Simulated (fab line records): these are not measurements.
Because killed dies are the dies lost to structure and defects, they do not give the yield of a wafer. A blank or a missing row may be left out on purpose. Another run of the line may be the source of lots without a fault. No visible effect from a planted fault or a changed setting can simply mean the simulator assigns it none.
A single fault, viewed from 2 desks ; flow gf180mcu ; each desk has only its own numbers; what lay behind them comes last

## AT THE METROLOGY DESK
What the gauges read, lot by lot, whatever tool the lot ran on: means of the sampled wafers that have a number. Marked OUT: a lot whose mean sits more than 4 standard deviations from the usual mean, which makes it out of limits; the brackets give that distance.
Columns: A = M2_ALCU_RS at GF_M2_RS_MEAS_05, usual 0.0701 ohm/sq; B = M2_ALCU_THK at GF_M2_THK_MEAS_06, usual 447 nm
lot;first seen here;A;B
L685;day 18 08:49;0.0699;450
L686;day 18 20:29;0.0698;445
L688;day 19 16:16;0.0714;443
L690;day 20 00:56;0.0694;446
L691;day 20 12:46;0.0690;449
L692;day 20 18:17;0.0695;446
L693;day 21 08:49;0.0709;442
L694;day 21 12:19;0.0694;454
L695;day 21 21:04;0.0704;447
L704;day 25 00:01;0.0707;442
L706;day 25 12:29;0.0840 (+14) OUT;392 (-8.3) OUT
This desk's finding: out of limits on L706; first on L706, day 25 12:29 (M2_ALCU_RS at GF_M2_RS_MEAS_05). Within limits: L685, L686, L688, L690, L691, L692, L693, L694, L695, L704.

## FOR THE TOOL OWNER'S DESK: pvdSputter-03
The tool's own readings at GF_M2_SPUTTER_02 (material AlCu, target thk 450 nm, time 23.9 s): means of the sampled wafers that have a number, for each lot that ran on this tool. Marked OUT: a lot whose mean sits more than 4 standard deviations from the usual mean, which makes it out of limits; the brackets give that distance.
Columns: A = throttleValvePct at GF_M2_SPUTTER_02, usual 29.7 %
lot;first seen here;A
L686;day 18 20:23;29.7
L688;day 19 16:10;29.5
L693;day 21 08:41;28.9
L695;day 21 20:57;30.8
L706;day 25 12:21;30.0
This desk's finding: nothing out of limits on any of the 5 lots.

## TAKEN TOGETHER
Metrology desk: alarm possible at day 25 12:29 on L706.
Nothing out of limits was seen by the tool owner's desk.
On record at the tool owner's desk: L706, within its limits.
On pvdSputter-03, each named lot ran GF_M2_SPUTTER_02.

## WHAT HAD BEEN PUT IN BY THE SIMULATOR
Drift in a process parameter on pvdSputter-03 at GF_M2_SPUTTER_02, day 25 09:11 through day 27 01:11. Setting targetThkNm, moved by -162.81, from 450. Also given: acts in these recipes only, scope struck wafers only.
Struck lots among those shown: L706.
Delay in hours, fault start to first out-of-limits reading, per desk: metrology desk 3.
